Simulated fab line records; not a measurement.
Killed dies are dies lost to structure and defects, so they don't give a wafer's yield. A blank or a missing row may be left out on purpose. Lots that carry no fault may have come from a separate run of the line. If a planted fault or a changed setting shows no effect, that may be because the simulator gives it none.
A single fault, viewed from 2 desks    flow gf180mcu    numbers are kept per desk, each desk with only its own; the story behind them comes last

== FROM THE METROLOGY DESK ==
Means of the sampled wafers that have a number, per lot and without regard to the tool the lot ran on: this is what the gauges read. Marked OUT: a lot whose mean sits more than 4 standard deviations from the usual mean, which makes it out of limits; the brackets give that distance.
Columns: A = V4_CVD_02_THK at GF_V4_THK_MEAS_03, usual 847 nm
lot   first seen here  A
L456  day 23 11:01     858
L458  day 24 04:39     850
L459  day 24 21:59     858
L468  day 27 16:58     733 (-9.5) OUT
L469  day 27 19:07     737 (-9.2) OUT
L470  day 27 23:31     845
L471  day 28 11:58     848
L473  day 28 21:29     842
L476  day 29 15:46     849
L477  day 30 02:04     854
L478  day 30 03:26     857
L479  day 30 11:26     864
This desk's result: L468, L469 out of limits, first on L468 (V4_CVD_02_THK at GF_V4_THK_MEAS_03), day 27 16:58. In limits: L456, L458, L459, L470, L471, L473, L476, L477, L478, L479.

== DESK OF THE TOOL OWNER: pecvd-04 ==
The tool's own readings at GF_V4_CVD_02 (deposits SiO2 from TEOS, target thk 850 nm, time 94.851 s): means of the sampled wafers that have a number, for each lot that ran on this tool. Marked OUT: a lot whose mean sits more than 4 standard deviations from the usual mean, which makes it out of limits; the brackets give that distance.
Columns: A = heater-power-w at GF_V4_CVD_02, usual 713 W
lot   first seen here  A
L456  day 23 10:56     707
L459  day 24 21:55     662
L468  day 27 16:53     628
L469  day 27 19:01     680
L479  day 30 11:22     646
This desk found nothing out of limits on any of the 5 lots.

== TAKEN TOGETHER ==
On L468, L469, the metrology desk was in a position to raise an alarm at day 27 16:58.
The desk of the tool owner found nothing out of limits.
Tool owner's desk: L468, L469 on record, inside its limits.
GF_V4_CVD_02 was run on pecvd-04 by each of the lots named.

== WHAT WAS PUT IN BY THE SIMULATOR ==
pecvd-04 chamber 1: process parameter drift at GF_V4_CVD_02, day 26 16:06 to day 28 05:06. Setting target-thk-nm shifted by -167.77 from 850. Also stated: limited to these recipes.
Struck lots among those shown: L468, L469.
Per desk, hours elapsed from the start of the fault to the first reading out of limits: for the metrology desk, 25.
